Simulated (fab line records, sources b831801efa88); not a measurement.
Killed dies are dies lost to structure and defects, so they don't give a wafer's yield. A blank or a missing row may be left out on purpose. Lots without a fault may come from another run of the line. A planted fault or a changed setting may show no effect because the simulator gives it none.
A struck lot beside a sound one | flow sky130 | 15 steps out of a route of 708
Sound: wafers L619.1, L619.5, L619.6. Struck: wafers L625.3, L625.4, L625.6. The cause comes at the end.
At each step with rows: each side's tool, then ch and its chambers, then its first start. Under that, the readings that differ: sound wafers | struck wafers | difference of the means | sigmas: that difference in standard deviations of wafers without a fault.
alike: readings whose means differ by less than 2 such deviations, and words and numbers that are the same on both sides. not compared: withheld readings, readings that some wafer has no value for, bounds like >300 that may hide the same value, and numbers for which the record gives no deviation and whose values overlap.
The two part at a step that has a row with sigmas, a row that says differs or no value, or rows on one side only. Numbers that don't overlap but have no deviation are shown without sigmas and don't part them. A reading that every wafer of one side lacks parts them only if that side has two wafers or more.

SKY_CONTACT_THK_MEAS_01:
  sound on film_metro-01, day 31 21:40; struck on film_metro-02, day 33 19:40
  alike: CONTACT_CVD_00_THK
then, 1 step without rows for these wafers: SKY_CONTACT_HDPCVD_02 (deposits SiO2, target thk 565 nm, time 94.2 s).
SKY_CONTACT_THK_MEAS_03:
  sound on film_metro-02, day 31 21:48; struck on film_metro-01, day 33 19:47
  alike: CONTACT_HDPCVD_THK
SKY_CONTACT_CMP_04: polishes SiO2.
  sound on cmp-02 ch 0,1,2, day 31 21:58; struck on cmp-02 ch 1,2,3, day 33 19:56
  alike: motor_current_A, time_to_endpoint_s
SKY_CONTACT_BOW_MEAS_05:
  sound on film_metro-02, day 31 22:11; struck on film_metro-01, day 33 20:10
  alike: CONTACT_BOW
then, 7 steps without rows for these wafers: SKY_CONTACT_DEHYDRATE_06 (time 60 s); SKY_CONTACT_HMDS_07 (prime time 60 s); SKY_CONTACT_COAT_08 (resist thk 60 nm); SKY_CONTACT_COAT_09 (resist thk 450 nm); SKY_CONTACT_SOFTBAKE_10 (time 88.25 s); SKY_CONTACT_EXPOSE_11 (exposes mask CTM1, target cd 170 nm); SKY_CONTACT_PEB_12.
SKY_CONTACT_DEVELOP_13: develop time 60 s.
  sound on litho_track-03 ch 0, day 33 01:00; struck on litho_track-02 ch 0, day 34 22:00
  reading              | sound             | struck            | difference | sigmas
  developer_temp_C (C) | 21.10 20.89 21.04 | 20.24 20.13 20.23 | -0.81      | -9
SKY_CONTACT_CD_MEAS_14: target cd 170 nm.
  sound on cd_sem-01, day 33 01:59; struck on cd_sem-02, day 34 22:23
  alike: cd_nm
-- the record jumps here: 13 days lie between the struck wafers' starts before and after (it left off in module CONTACT and takes up again in module PAD_OPEN, whose first step shown is number 708 of the route) --
SKY_PAD_OPEN_PROBE_99:
  sound on prober-02, day 46 23:58; struck on prober-02, day 48 07:47
  alike: killed_at_M0_to_M3, killed_at_M4_up, killed_at_contacts, killed_at_front_end, killed_at_other, killed_dies, killed_on_rim, killed_open, killed_short

WHERE THEY PART
Only at SKY_CONTACT_DEVELOP_13, within this record. Later steps at which nothing parts them and some readings are alike: SKY_CONTACT_CD_MEAS_14, SKY_PAD_OPEN_PROBE_99.

WHY: what the simulator had put in
Process parameter drift: litho_track-02, from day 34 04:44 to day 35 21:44, at SKY_CONTACT_DEVELOP_13. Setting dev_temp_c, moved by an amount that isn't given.
